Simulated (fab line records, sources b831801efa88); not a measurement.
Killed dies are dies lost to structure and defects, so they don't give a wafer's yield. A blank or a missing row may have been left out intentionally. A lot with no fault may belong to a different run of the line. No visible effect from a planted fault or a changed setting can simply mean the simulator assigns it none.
2 desks looking at one fault    flow sky130    only its own numbers are on each desk; what lay behind them is given at the end

## AT THE METROLOGY DESK
Lot by lot, what the gauges showed, no matter which tool ran the lot: averages of those sampled wafers that carry a number. The brackets show how far a lot's mean lies from the usual mean; more than 4 standard deviations puts the lot out of limits, marked OUT.
Columns: A = cdNm at SKY_SONOS_ONO_CD_MEAS_13, usual 410.0 nm; B = GATE_OXIDE_OXIDATION_00_THK at SKY_GATE_OXIDE_THK_MEAS_02, usual 10.22 nm; C = LDD_LDN_OVL at SKY_LDD_LDN_OVL_MEAS_07, usual 0.5 nm
lot   first seen here  A                 B      C
L537  day 12 19:31     411.9             10.33  1.0
L539  day 13 10:50     409.5             10.10  1.8
L540  day 13 19:32     409.5             10.16  -0.5
L542  day 14 04:55     411.4             10.12  0.0
L546  day 15 14:53     400.8 (-5.1) OUT  9.88   -0.4
L547  day 16 04:46     401.6 (-4.6) OUT  10.34  0.8
L548  day 16 05:44     404.3             9.88   2.1
L550  day 18 07:37     410.8             10.40  1.3
L553  day 18 10:31     409.6             10.51  1.5
L555  day 18 15:29     409.1             10.19  -0.2
L556  day 18 22:37     409.5             10.45  1.8
L557  day 19 07:01     408.8             10.23  -1.7
L558  day 19 20:50     411.7             10.30  2.1
Finding of this desk: L546, L547 out of limits; the first was L546 at day 15 14:53, on cdNm at SKY_SONOS_ONO_CD_MEAS_13. In limits: L537, L539, L540, L542, L548, L550, L553, L555, L556, L557, L558.

## THE TOOL OWNER'S DESK: ilineStepper-02
The tool's own readings at SKY_SONOS_ONO_EXPOSE_10 (exposes mask ONOM, target cd 410 nm): means of the sampled wafers that have a number, for each lot that ran on this tool. The brackets show how far a lot's mean lies from the usual mean; more than 4 standard deviations puts the lot out of limits, marked OUT.
Columns: A = exposureDoseMJCm2 at SKY_SONOS_ONO_EXPOSE_10, usual 149.97
lot   first seen here  A
L537  day 12 07:50     150.01
L539  day 12 22:41     149.93
L546  day 15 02:02     155.14 (+30) OUT
L547  day 15 15:26     153.87 (+23) OUT
L548  day 15 16:44     154.03 (+24) OUT
Finding of this desk: L546, L547, L548 out of limits; the first was L546 at day 15 02:02, on exposureDoseMJCm2 at SKY_SONOS_ONO_EXPOSE_10. In limits: L537, L539.

## TAKEN TOGETHER
The tool owner's desk could have raised an alarm at day 15 02:02, on L546, L547, L548.
On L546, L547, the metrology desk was in a position to raise an alarm at day 15 14:53.
The metrology desk holds a record of L548, inside its limits.
Every lot named ran SKY_SONOS_ONO_EXPOSE_10 on ilineStepper-02.

## WHAT WAS PUT IN BY THE SIMULATOR
Process parameter drift: ilineStepper-02, from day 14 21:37 on, at SKY_SONOS_ONO_EXPOSE_10. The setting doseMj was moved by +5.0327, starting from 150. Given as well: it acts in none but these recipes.
Shown lots that were struck: L546, L547, L548.
Hours from the fault's start to each desk's first reading out of limits: the tool owner's desk, 4; the metrology desk, 17.
